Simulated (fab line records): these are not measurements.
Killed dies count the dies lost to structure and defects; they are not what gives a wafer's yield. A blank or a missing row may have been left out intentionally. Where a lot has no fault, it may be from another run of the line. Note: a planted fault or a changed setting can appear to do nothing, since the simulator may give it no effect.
Problem report, 8D (eight disciplines) form, completed by code    flow gf180mcu    the parts of the form that need people (team, actions taken, sign-off) are left out

## 1. THE ISSUE
Mean V3_W_RS at GF_V3_RS_MEAS_24: 0.457 ohm/sq over 3 wafers in 2 lots; fault-free wafers: 0.326 ohm/sq, standard deviation 0.0071. Relative to the usual mean, that is a shift of +18 standard deviations.
The step: measures by four-point-probe.
Seen first at day 28 08:02 on film-metro-01, wafer L110.2. The record holds 36 wafers of 12 lots with a number at this step. The rule behind "out" and "out of limits": a value lying over 4 standard deviations away from the usual mean. The other wafers with a number count as sound.

## 2. WHAT IT IS, AND WHAT IT ISN'T
question                     is                            is not
which readings at this step  V3_W_RS                       -
which lots                   L110, L111                    L103, L104, L106, L114, L115, L994, L995, L996, L997, L999
which wafers of those lots   L110.2, L111.2, L111.5        L110.1, L110.3, L111.6
read on which gauges         film-metro-01, film-metro-02  film-metro-03
when                         from day 28 08:02             up to then (26 sound wafers); but 7 sound wafers of L111, L114, L115 came after

## 3. THE SUSPECTS, EACH WITH WHAT RULES IT OUT
Counting: if a tool at a process step up to the reading ran every lot that is out, it stays a suspect. Sound lots after the first of them don't rule it out here, since some wafers of a struck lot are sound.
- ruled out: the gauge at GF_V3_RS_MEAS_24. The wafers that are out were read on 2 gauges (film-metro-01, film-metro-02).
- cvd-w-02 at GF_V3_CVD_23 (deposits W, target thk 350 nm, time 104.9 s): kept. It processed each lot that is out (first: L110, day 28 07:55); up to then, its last sound lot is L106 (day 27 06:18).
- At GF_V3_CVD_23 on cvd-w-02, chamber 1 took the sound wafers of the same lots and chamber 0 took the wafers that are out.
Left after counting: cvd-w-02 at GF_V3_CVD_23.

## 4. THE CAUSE (what the simulator had put in)
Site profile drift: cvd-w-02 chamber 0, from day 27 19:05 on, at GF_V3_CVD_23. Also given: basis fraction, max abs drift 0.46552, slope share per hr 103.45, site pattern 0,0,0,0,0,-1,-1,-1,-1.
Only this tool survived the counting.

## 5. THE CHAIN OF EFFECTS, in route order
Each row: a reading where the mean over the struck wafers with a number is more than 3 standard deviations away from the usual. Scope: only readings with a usual standard deviation given in the record; hours: median across lots of the time from each lot's start at the first step in this table that gives one to its start at this step; sigmas: change in usual standard deviations.
hours  step               reading   usual         on struck wafers  change  sigmas
0      GF_V3_RS_MEAS_24   V3_W_RS   0.326 ohm/sq  0.457             +0.131  +18
0      GF_V3_THK_MEAS_25  V3_W_THK  356 nm        278               -78     -8.4

## 6. WHAT WOULD HAVE CAUGHT IT SOONER
The first out-of-limits reading at a measuring or inspecting step in this record came at day 28 08:02, 13 hours after the fault's start at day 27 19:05.
No tool reading at GF_V3_CVD_23 that has a usual standard deviation in the record was out on any struck wafer, so an alarm limit of 4 standard deviations on those readings would not have fired.
Among the 2 lots that are out, L111 began GF_V3_CVD_23 on cvd-w-02 after day 28 08:02. Putting the tool on hold at that point would have spared it.
